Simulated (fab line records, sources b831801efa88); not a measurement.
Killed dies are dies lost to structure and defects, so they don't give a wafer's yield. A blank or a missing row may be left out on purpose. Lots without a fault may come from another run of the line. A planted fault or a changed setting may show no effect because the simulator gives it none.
Which tool did it? | flow sky130 | 7 lots, 21 wafers sampled, at 2 steps of a route of 708

WHAT THE GAUGES READ, wafer by wafer
SKY_METAL1_RS_MEAS_05: measures by four-point-probe.
lot  | measured     | on            | METAL1_ALCU_RS (ohm/sq)
L698 | day 32 02:56 | film_metro-04 | 0.1273 0.1265 0.1258
L700 | day 32 23:51 | film_metro-03 | 0.1272 0.1287 0.1267
L704 | day 34 03:19 | film_metro-02 | 0.1264 0.1269 0.1266
L710 | day 37 02:31 | film_metro-02 | 0.1277 0.1273 0.1267
L714 | day 37 13:29 | film_metro-03 | 0.1255 0.1269 0.1257
L716 | day 37 23:08 | film_metro-03 | 0.1277 0.1265 0.1280
L718 | day 38 23:01 | film_metro-03 | 0.1242 0.1276 0.1254

WHICH TOOL RAN EACH LOT (tool, then ch and the chambers of the sampled wafers, then the start)
lot  | SKY_METAL1_SPUTTER_01
L698 | pvd_sputter-02, day 32 02:49
L700 | pvd_sputter-02, day 32 23:41
L704 | pvd_sputter-01, day 34 03:12
L710 | pvd_sputter-01, day 37 02:22
L714 | pvd_sputter-01, day 37 13:22
L716 | pvd_sputter-02, day 37 23:01
L718 | pvd_sputter-04, day 38 22:55
- SKY_METAL1_SPUTTER_01: material TiN, target thk 20 nm, time 16.7 s.

THE ANSWER, worked out from the rows above alone
Rule: what is usual is taken from the lots themselves. Put in order of their means at a reading, lots are off if they are a third of the lots or fewer, leave a main group of 4 or more, and stand apart from it by a gap of 3 or more times the standard deviation of the main group's means; of several such gaps the widest counts. A main group whose means are all the same, to the digits that the tables above print for the reading, isn't used. A lot without any number at a reading at which 4 lots or more have one is off too. The other lots that the step has rows for count as sound.
No lot is off at any reading shown: from this, nothing can be told.

WHAT THE SIMULATOR HAD PUT IN
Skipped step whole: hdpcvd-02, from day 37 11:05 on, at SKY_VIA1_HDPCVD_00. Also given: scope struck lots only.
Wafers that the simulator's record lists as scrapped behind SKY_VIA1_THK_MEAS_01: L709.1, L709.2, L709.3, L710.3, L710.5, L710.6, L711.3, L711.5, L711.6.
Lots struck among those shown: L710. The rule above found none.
